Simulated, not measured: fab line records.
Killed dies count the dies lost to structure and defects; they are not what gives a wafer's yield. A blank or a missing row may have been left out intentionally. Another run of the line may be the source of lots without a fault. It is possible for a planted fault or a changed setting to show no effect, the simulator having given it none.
One fault seen from 2 desks -- flow sky130 -- numbers are kept per desk, each desk with only its own; the story behind them comes last

## FOR THE TOOL OWNER'S DESK: implanter-03
The tool's own readings at SKY_LDD_N_IMPLANT_12: means of the sampled wafers that have a number, for each lot that ran on this tool. A lot is out of limits, marked OUT, if its mean lies more than 4 standard deviations from the usual mean; the brackets give that distance.
Columns: A = beam-energy-keV at SKY_LDD_N_IMPLANT_12, usual 49.999; B = beam-on-s at SKY_LDD_N_IMPLANT_12, usual 9.97 s; C = faraday-current-uA at SKY_LDD_N_IMPLANT_12, usual 28.3; D = rotation-deg at SKY_LDD_N_IMPLANT_12, usual -0.002 degrees
lot,first seen here,A,B,C,D
L287,day 18 07:59,49.996,10.01,28.1,0.007
L288,day 19 02:23,50.005,9.99,28.2,0.036
L300,day 23 11:56,49.994,13.93 (+21) OUT,20.3 (-15) OUT,-0.024
L301,day 23 22:49,49.999,14.09 (+22) OUT,20.0 (-15) OUT,-0.021
This desk's finding: out of limits on L300, L301; first on L300, day 23 11:56 (beam-on-s at SKY_LDD_N_IMPLANT_12). L287, L288: within limits.

## FROM THE METROLOGY DESK
Lot by lot, what the gauges showed, no matter which tool ran the lot: averages of those sampled wafers that carry a number. A lot is out of limits, marked OUT, if its mean lies more than 4 standard deviations from the usual mean; the brackets give that distance.
Columns: A = LDD_N_OVL at SKY_LDD_N_OVL_MEAS_07, usual 1.4 nm
lot,first seen here,A
L286,day 18 07:10,3.7
L287,day 18 07:19,1.3
L288,day 19 01:46,1.2
L300,day 23 11:18,0.2
L301,day 23 22:10,0.4
L303,day 24 03:40,2.8
Finding of this desk: none of the 6 lots has anything out of limits.

## TAKEN TOGETHER
On L300, L301, at day 23 11:56, an alarm was possible from the tool owner's desk.
At the metrology desk, nothing out of limits was observed.
The metrology desk holds a record of L300, L301, inside its limits.
The lots listed all ran SKY_LDD_N_IMPLANT_12 on implanter-03.

## WHAT THE SIMULATOR PUT IN
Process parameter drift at SKY_LDD_N_IMPLANT_12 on implanter-03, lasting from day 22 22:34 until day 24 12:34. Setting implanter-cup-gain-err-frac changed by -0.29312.
Shown lots that were struck: L300, L301.
Each desk's first reading out of limits, in hours after the fault started: the tool owner's desk, 13.
